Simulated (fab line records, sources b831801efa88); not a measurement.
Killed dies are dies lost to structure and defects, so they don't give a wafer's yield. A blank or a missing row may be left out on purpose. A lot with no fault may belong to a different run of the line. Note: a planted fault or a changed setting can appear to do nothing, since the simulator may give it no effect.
Which tool is to blame?    flow sky130    10 lots, 30 wafers sampled, at 1 step of a route of 708

## WHAT THE GAUGES READ, wafer by wafer
SKY_METAL2_CD_MEAS_15: target cd 140 nm. Usual: 139.8 nm for cd nm, sd 1.5.
lot   measured      on         cd nm (nm)         flag
L147  day 36 23:37  cd sem-02  140.2 139.2 138.6  
L148  day 37 03:26  cd sem-01  138.2 139.8 138.7  
L151  day 37 18:52  cd sem-02  141.2 142.4 140.4  
L152  day 37 19:35  cd sem-01  139.0 138.4 139.9  
L155  day 37 19:50  cd sem-02  137.6 139.8 138.2  
L154  day 37 20:10  cd sem-01  141.4 140.1 141.4  
L166  day 43 19:55  cd sem-02  142.1 140.9 141.2  
L167  day 43 22:56  cd sem-02  142.4 143.7 140.4  
L169  day 44 00:18  cd sem-01  138.4 137.6 138.6  
L168  day 44 01:37  cd sem-01  136.4 137.8 137.5  

## WHAT TOOL EACH LOT RAN ON (gives the tool, then ch and the chambers of the sampled wafers, and finally the start)
The record holds no process step before these readings.

## WHAT THE TOOLS THEMSELVES READ (means of the sampled wafers that have a number; where no wafer has one, the mark that the record gives instead)
The record holds no such reading with a usual standard deviation.

## THE ANSWER, worked out from the rows above alone
Rule: take the mean of a lot's wafers that have a number; if it is more than 3 standard deviations from the usual mean, the lot is off. A lot without any number at a reading at which 4 lots or more have one is off too. All remaining lots with rows at the step are treated as sound. First the gauges in route order, then the tools' own readings, where a lot's mean is used as printed above. At the first step where some lot is off, the reading lying furthest off is the one used; lots without a number count as furthest.
No lot is off on any of the readings shown, so nothing can be concluded from this.

## WHAT HAD BEEN PUT IN BY THE SIMULATOR
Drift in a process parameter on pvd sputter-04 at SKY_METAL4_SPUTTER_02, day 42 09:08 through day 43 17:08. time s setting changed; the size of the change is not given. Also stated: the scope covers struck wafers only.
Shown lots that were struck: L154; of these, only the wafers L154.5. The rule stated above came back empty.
